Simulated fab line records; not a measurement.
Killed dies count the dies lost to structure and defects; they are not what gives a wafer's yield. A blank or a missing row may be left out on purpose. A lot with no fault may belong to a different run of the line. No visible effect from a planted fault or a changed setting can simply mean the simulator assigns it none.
Struck lot and sound lot, side by side / flow sky130 / 36 out of 708 route steps
Sound: these wafers, L486.4, L486.5, L486.6. The struck wafers were L496.2, L496.3, L496.5. The cause is named last.
Per side, at each step with rows, come the tool, then ch with its chambers, and then its first start. Under that, the readings that differ: sound wafers / struck wafers / difference of the means / sigmas: that difference in standard deviations of wafers without a fault.
alike: a reading whose means differ by less than 2 such deviations, as well as words and numbers matching on both sides. not compared: withheld readings; readings where some wafer has no value; bounds like >300 that might hide an equal value; numbers whose values overlap and for which the record gives no deviation.
A row with sigmas, a row that says differs or no value, or rows on one side alone: a step with any of these is where the two part. Non-overlapping numbers with no deviation appear without sigmas and do not part them. A reading missing from all wafers of one side parts the sides only when that side holds two or more wafers.

first, 10 steps without rows for these wafers: SKY_VIA4_CMP_02 (polishes SiO2); SKY_VIA4_DEHYDRATE_04 (time 60 s); SKY_VIA4_HMDS_05 (prime time 60 s); SKY_VIA4_COAT_06 (resist thk 1140 nm); SKY_VIA4_SOFTBAKE_07 (time 60 s); SKY_VIA4_EXPOSE_08 (exposes mask VIM4, target cd 800 nm); SKY_VIA4_PEB_09; SKY_VIA4_DEVELOP_10 (develop time 60 s); SKY_VIA4_ETCH_12 (etches SiO2 in C4F8/O2/Ar, stops on TiN, target depth 580 nm); SKY_VIA4_STRIP_13 (strips in O2/N2).
SKY_VIA4_STRIP_14: strips in post etch residue remover, time 1200 s.
  sound on wetBench-03 ch 2, day 45 11:20; struck on wetBench-03 ch 2, day 47 17:56
  alike: bathHeatDutyPct
then, 24 steps without rows for these wafers: SKY_VIA4_CLEAN_15 (cleans in IPA, time 180 s); SKY_VIA4_CLEAN_16 (cleans in O3/DIW); SKY_VIA4_SPUTTER_17 (material TiN, target thk 20 nm, time 80 s); SKY_VIA4_CVD_18 (deposits W, target thk 505 nm, time 152.14 s); SKY_VIA4_CMP_21 (polishes, stops on SiO2, t overpolish 25 s, target thk 0 nm); SKY_METAL5_SPUTTER_00 (material Ti, target thk 15 nm, time 10 s); SKY_METAL5_SPUTTER_01 (material TiN, target thk 20 nm, time 16.7 s); SKY_METAL5_SPUTTER_02 (material AlCu, target thk 1150 nm, time 61.2 s); SKY_METAL5_SPUTTER_03 (material Ti, target thk 5 nm, time 3.3 s); SKY_METAL5_SPUTTER_04 (material TiN, target thk 70 nm, time 58.3 s); SKY_METAL5_DEHYDRATE_07 (time 60 s); SKY_METAL5_HMDS_08 (prime time 60 s); SKY_METAL5_COAT_09 (resist thk 1800 nm); SKY_METAL5_SOFTBAKE_10 (time 60 s); SKY_METAL5_EXPOSE_11 (exposes mask MM5, target cd 1600 nm); SKY_METAL5_PEB_12; SKY_METAL5_DEVELOP_13 (develop time 60 s); SKY_METAL5_DESCUM_14 (chemistry O2, time 11 s); SKY_METAL5_METAL_ETCH_15 (etches the open film in Cl2/BCl3, stops on SiO2, target depth 1260 nm, time 252 s); SKY_METAL5_STRIP_16 (strips in O2/N2); SKY_METAL5_STRIP_17 (strips in post etch residue remover, time 1200 s); SKY_METAL5_CLEAN_18 (cleans in IPA, time 180 s); SKY_METAL5_CLEAN_19 (cleans in O3/DIW); SKY_PASSIVATION_CVD_00 (deposits SiO2, target thk 90 nm).
-- the record jumps here: 2 days lie between the struck wafers' starts before and after (it left off in module PASSIVATION and takes up again in module PAD_OPEN, whose first step shown is number 708 of the route) --
SKY_PAD_OPEN_PROBE_99:
  sound on prober-01 at day 48 04:24; struck on prober-02 at day 50 03:35
reading=defectLimitedYield (%); sound=82.9 81.7 83.1; struck=72.6 70.5 73.0; difference=-10.5; sigmas=-5
reading=killed_at_M4_up; sound=3 3 3; struck=63 63 60; difference=+59; sigmas=+35
reading=killedDies; sound=84 90 83; struck=135 145 133; difference=+52; sigmas=+5
reading=sort_bin_3_pad_short (%); sound=0.4 0.4 0.6; struck=4.5 5.5 3.3; difference=+4.0; sigmas=+9
reading=sort_bin_5_function (%); sound=10.2 9.3 10.2; struck=16.5 15.2 17.1; difference=+6.4; sigmas=+5
reading=sortNPass; sound=408 402 409; struck=357 347 359; difference=-52; sigmas=-5
reading=sortYieldPct (%); sound=82.9 81.7 83.1; struck=72.6 70.5 73.0; difference=-10.5; sigmas=-5
reading=model.etest.tester.sortNPass; sound=408 402 409; struck=357 347 359; difference=-52; sigmas=
reading=model.etest.tester.sortYieldPct (%); sound=82.93 81.71 83.13; struck=72.56 70.53 72.97; difference=-10.57; sigmas=
reading=model.etest.tester.sort_bin_5_pct (%); sound=10.16 9.35 10.16; struck=16.46 15.24 17.07; difference=+6.37; sigmas=
reading=model.etest.tester.sort_bin_3_pct (%); sound=0.4065 0.4065 0.6098; struck=4.472 5.488 3.252; difference=+3.930; sigmas=
  alike: killed_at_M0_to_M3, killedAtContacts, killedAtFrontEnd, killedAtOther, killedOpen, killedShort, sort_bin_6_memory

WHERE THEY PART
Only at SKY_PAD_OPEN_PROBE_99, within this record.

WHY: what the simulator had put in
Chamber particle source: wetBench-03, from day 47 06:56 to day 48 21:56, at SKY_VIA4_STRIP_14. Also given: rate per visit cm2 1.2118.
